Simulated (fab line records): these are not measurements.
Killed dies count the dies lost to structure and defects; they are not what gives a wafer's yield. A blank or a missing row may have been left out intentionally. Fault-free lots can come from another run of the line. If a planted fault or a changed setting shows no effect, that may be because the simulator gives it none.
Which tool did it? | flow sky130 | Sampling: 6 lots, 18 wafers, 2 of 708 route steps

== WHAT EACH GAUGE READ, for each wafer ==
SKY_SONOS_ONO_CD_MEAS_13: target cd 410 nm.
lot  | measured     | on        | cd_nm (nm)
L635 | day 12 22:35 | cd_sem-02 | 408.1 406.4 405.4
L637 | day 13 16:29 | cd_sem-02 | 407.9 409.7 408.3
L642 | day 15 13:31 | cd_sem-01 | 405.3 407.7 405.7
L649 | day 18 06:17 | cd_sem-01 | 410.2 412.2 411.3
L652 | day 18 23:42 | cd_sem-01 | 409.0 409.2 409.1
L654 | day 19 11:20 | cd_sem-02 | 408.7 406.5 407.8

== WHICH TOOL RAN EACH LOT (tool, then ch and the chambers of the sampled wafers, then the start) ==
lot  | SKY_SONOS_TUNNEL_SOFTBAKE_03
L635 | litho_track-03 ch 0, day 11 03:10
L637 | litho_track-03 ch 0, day 11 17:53
L642 | litho_track-04 ch 0, day 13 15:03
L649 | litho_track-04 ch 0, day 15 15:09
L652 | litho_track-03 ch 0, day 16 19:20
L654 | litho_track-02 ch 0, day 17 09:11
- SKY_SONOS_TUNNEL_SOFTBAKE_03: time 61.83 s.

== THE ANSWER, worked out from the rows above alone ==
Rule: the lots themselves supply what counts as usual. The widest of any qualifying gaps counts: lots, ordered by their means at a reading, are off when they make up no more than a third of the lots, leave a main group of 4 or more, and stand apart from it by 3 or more times the standard deviation of that group's means. If all means in a main group match to the digits the tables above print for the reading, that group is not used. A lot without any number at a reading at which 4 lots or more have one is off too. Where the step has rows for the other lots, those lots are counted as sound.
Across all readings shown, no lot is off: no conclusion can be drawn from this.

== WHAT THE SIMULATOR PUT IN ==
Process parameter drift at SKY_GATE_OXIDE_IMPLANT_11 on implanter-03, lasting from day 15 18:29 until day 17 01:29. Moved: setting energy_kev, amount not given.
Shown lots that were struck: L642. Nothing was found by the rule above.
